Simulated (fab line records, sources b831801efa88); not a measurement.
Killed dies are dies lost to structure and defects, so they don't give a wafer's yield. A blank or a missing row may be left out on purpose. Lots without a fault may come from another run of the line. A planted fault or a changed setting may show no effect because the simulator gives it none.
Which tool did it? | flow sky130 | 12 lots, 36 wafers sampled, at 4 steps of a route of 708

WHAT THE GAUGES READ, wafer by wafer
SKY_CAPM_THK_MEAS_01.
lot  | measured     | on            | CAPM_CVD_00_THK (nm)
L075 | day 36 11:41 | film_metro-04 | 15.54 15.91 15.95
L077 | day 36 22:38 | film_metro-04 | 15.50 15.50 15.98
L079 | day 38 12:36 | film_metro-02 | 15.39 15.40 15.66
L081 | day 38 17:34 | film_metro-04 | 15.27 15.31 15.58
L083 | day 39 04:20 | film_metro-01 | 15.47 15.68 15.67
L084 | day 39 16:28 | film_metro-01 | 15.58 15.66 16.03
L087 | day 40 03:35 | film_metro-01 | 15.50 15.78 15.71
L090 | day 41 14:47 | film_metro-04 | 15.18 15.46 15.52
L089 | day 42 00:52 | film_metro-01 | 15.06 15.38 15.65
L093 | day 42 01:55 | film_metro-02 | 15.28 15.46 15.69
L095 | day 43 03:20 | film_metro-02 | 15.30 15.24 15.67
L096 | day 43 09:17 | film_metro-02 | 15.05 15.17 15.02

WHICH TOOL RAN EACH LOT (tool, then ch and the chambers of the sampled wafers, then the start)
lot  | SKY_LI_CONTACT_SPUTTER_19    | SKY_METAL1_STRIP_20                  | SKY_METAL3_SPUTTER_02
L075 | pvd_sputter-04, day 29 08:36 | plasma_asher-03 ch 0, day 32 23:58   | pvd_sputter-04, day 36 11:32
L077 | pvd_sputter-03, day 29 19:39 | plasma_asher-03 ch 0,1, day 33 11:35 | pvd_sputter-04, day 36 22:29
L079 | pvd_sputter-03, day 31 13:04 | plasma_asher-01 ch 0,1, day 35 01:44 | pvd_sputter-04, day 38 12:28
L081 | pvd_sputter-04, day 31 14:38 | plasma_asher-03 ch 1, day 35 04:04   | pvd_sputter-02, day 38 17:26
L083 | pvd_sputter-01, day 32 05:19 | plasma_asher-04 ch 0,1, day 35 16:34 | pvd_sputter-02, day 39 04:11
L084 | pvd_sputter-04, day 32 17:11 | plasma_asher-03 ch 0,1, day 36 04:58 | pvd_sputter-01, day 39 16:20
L087 | pvd_sputter-01, day 33 08:31 | plasma_asher-03 ch 0,1, day 36 18:44 | pvd_sputter-04, day 40 03:27
L090 | pvd_sputter-04, day 34 22:55 | plasma_asher-04 ch 0,1, day 38 07:38 | pvd_sputter-04, day 41 14:39
L089 | pvd_sputter-04, day 35 05:14 | plasma_asher-04 ch 0,1, day 38 15:17 | pvd_sputter-01, day 42 00:43
L093 | pvd_sputter-04, day 35 09:32 | plasma_asher-04 ch 0,1, day 38 18:00 | pvd_sputter-01, day 42 01:46
L095 | pvd_sputter-04, day 36 13:34 | plasma_asher-03 ch 0,1, day 39 22:23 | pvd_sputter-01, day 43 03:12
L096 | pvd_sputter-01, day 36 19:22 | plasma_asher-03 ch 0,1, day 40 03:33 | pvd_sputter-02, day 43 09:10
- SKY_LI_CONTACT_SPUTTER_19: material Ti, target thk 20 nm, time 106.37 s.
- SKY_METAL1_STRIP_20: strips in O2/N2.
- SKY_METAL3_SPUTTER_02: material AlCu, target thk 735 nm, time 39.1 s.

THE ANSWER, worked out from the rows above alone
Rule: what is usual is taken from the lots themselves. Put in order of their means at a reading, lots are off if they are a third of the lots or fewer, leave a main group of 4 or more, and stand apart from it by a gap of 3 or more times the standard deviation of the main group's means; of several such gaps the widest counts. A main group whose means are all the same, to the digits that the tables above print for the reading, isn't used. A lot without any number at a reading at which 4 lots or more have one is off too. The other lots that the step has rows for count as sound.
No lot is off at any reading shown: from this, nothing can be told.

WHAT THE SIMULATOR HAD PUT IN
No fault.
